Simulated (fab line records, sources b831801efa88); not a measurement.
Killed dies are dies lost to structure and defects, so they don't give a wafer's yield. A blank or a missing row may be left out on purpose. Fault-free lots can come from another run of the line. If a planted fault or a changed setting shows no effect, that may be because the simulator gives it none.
Chamber matching + flow gf180mcu + GF_V4_CMP_26 on cmp-02: 4 sister chambers
The step polishes, stops on SiO2, t overpolish 15 s, target thk 0 nm. 45 wafers are shown with their chamber, then 12 later ones without.

EACH WAFER AND ITS CHAMBER
| wafer  | chamber | motor-current-A (A) | time-to-endpoint-s (s) | overpolish-run-s (s) |
|--------|---------|---------------------|------------------------|----------------------|
| L074.1 | 2       | 9.6                 | 84                     | 15.017               |
| L074.2 | 1       | 10.4                | 79                     | 14.999               |
| L074.5 | 1       | 10.4                | 77                     | 15.012               |
| L076.1 | 2       | 9.4                 | 77                     | 14.995               |
| L076.3 | 0       | 10.0                | 80                     | 15.008               |
| L076.6 | 2       | 9.4                 | 79                     | 14.992               |
| L078.2 | 0       | 10.8                | 80                     | 15.011               |
| L078.3 | 3       | 11.4                | 79                     | 14.996               |
| L078.5 | 2       | 9.4                 | 78                     | 15.008               |
| L079.1 | 0       | 10.7                | 86                     | 15.007               |
| L079.3 | 2       | 9.4                 | 83                     | 15.011               |
| L079.6 | 0       | 10.1                | 87                     | 14.993               |
| L080.1 | 1       | 10.4                | 74                     | 15.015               |
| L080.2 | 3       | 11.6                | 81                     | 15.009               |
| L080.3 | 2       | 8.9                 | 76                     | 14.991               |
| L081.2 | 2       | 9.2                 | 84                     | 15.012               |
| L081.3 | 0       | 10.4                | 86                     | 15.012               |
| L081.4 | 3       | 12.2                | 84                     | 14.996               |
| L082.2 | 0       | 10.4                | 83                     | 15.011               |
| L082.5 | 1       | 10.8                | 75                     | 15.005               |
| L082.6 | 0       | 10.1                | 83                     | 15.006               |
| L084.1 | 2       | 9.2                 | 83                     | 15.011               |
| L084.2 | 0       | 10.8                | 81                     | 15.006               |
| L084.3 | 1       | 10.9                | 78                     | 14.986               |
| L085.2 | 1       | 10.2                | 75                     | 15.002               |
| L085.5 | 3       | 11.7                | 79                     | 15.005               |
| L085.6 | 2       | 9.3                 | 81                     | 14.992               |
| L086.2 | 0       | 10.6                | 88                     | 15.023               |
| L086.3 | 3       | 12.1                | 86                     | 14.989               |
| L086.6 | 3       | 11.1                | 87                     | 14.996               |
| L087.1 | 3       | 11.7                | 87                     | 14.994               |
| L087.2 | 0       | 10.5                | 90                     | 15.002               |
| L087.3 | 1       | 10.8                | 80                     | 15.000               |
| L089.4 | 1       | 10.6                | 76                     | 15.004               |
| L089.5 | 3       | 11.4                | 84                     | 15.000               |
| L089.6 | 0       | 10.7                | 85                     | 15.010               |
| L090.2 | 2       | 9.0                 | 75                     | 15.001               |
| L090.3 | 0       | 10.2                | 83                     | 15.000               |
| L090.4 | 1       | 10.2                | 73                     | 14.997               |
| L092.2 | 1       | 10.2                | 77                     | 15.001               |
| L092.5 | 2       | 9.0                 | 79                     | 15.012               |
| L092.6 | 3       | 11.8                | 81                     | 15.010               |
| L093.1 | 1       | 10.1                | 76                     | 15.008               |
| L093.5 | 3       | 11.4                | 83                     | 15.005               |
| L093.6 | 2       | 8.3                 | 81                     | 14.999               |

SIGNATURES, as means of the wafers listed above
| reading            | chamber 0 | chamber 1 | chamber 2 | chamber 3 | scatter within a chamber |
|--------------------|-----------|-----------|-----------|-----------|--------------------------|
| motor-current-A    | 10.442    | 10.455    | 9.175     | 11.640    | 0.313                    |
| time-to-endpoint-s | 84.33     | 76.36     | 80.00     | 83.10     | 2.91                     |
| overpolish-run-s   | 15.00742  | 15.00264  | 15.00342  | 15.00000  | 0.00799                  |
Rule: for each reading, subtract the chamber's mean from the wafer's reading, divide by that reading's scatter and square the result; add these up over the readings and take the root, which gives the wafer's distance from the chamber. If the next closest chamber is less than 2 further off than the closest, the wafer can't be placed; otherwise it belongs to the closest. How the scatter is found: for the shown wafers, subtract from each reading the mean of its chamber, square and add these, divide the total by (wafers less chambers), then take the root.

WAFERS WITHOUT THEIR CHAMBER
| wafer  | motor-current-A (A) | time-to-endpoint-s (s) | overpolish-run-s (s) |
|--------|---------------------|------------------------|----------------------|
| L094.2 | 9.8                 | 82                     | 14.990               |
| L094.3 | 10.1                | 88                     | 14.990               |
| L094.5 | 9.2                 | 82                     | 15.015               |
| L095.1 | 11.2                | 83                     | 15.018               |
| L095.2 | 10.6                | 83                     | 14.994               |
| L095.6 | 11.7                | 87                     | 14.999               |
| L096.3 | 11.9                | 85                     | 14.982               |
| L096.4 | 10.0                | 88                     | 14.989               |
| L096.5 | 11.4                | 86                     | 14.999               |
| L097.2 | 10.1                | 86                     | 15.000               |
| L097.4 | 11.7                | 79                     | 14.982               |
| L097.6 | 9.8                 | 82                     | 15.007               |

CHAMBER TAKEN BY EACH
| wafer  | from the rows above          | in truth |
|--------|------------------------------|----------|
| L094.2 | can't be placed: 2 or 0 or 1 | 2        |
| L094.3 | can't be placed: 0 or 2 or 1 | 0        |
| L094.5 | 2                            | 2        |
| L095.1 | can't be placed: 3 or 0 or 1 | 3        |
| L095.2 | can't be placed: 0 or 1 or 3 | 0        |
| L095.6 | 3                            | 3        |
| L096.3 | 3                            | 3        |
| L096.4 | can't be placed: 0 or 2 or 1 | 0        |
| L096.5 | 3                            | 3        |
| L097.2 | can't be placed: 0 or 1      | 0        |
| L097.4 | 3                            | 3        |
| L097.6 | can't be placed: 2 or 0 or 1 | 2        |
Placed correctly: 5 of 12. These rows do not allow placing 7 (true chamber among the candidates in 7). Placed wrongly: 0.
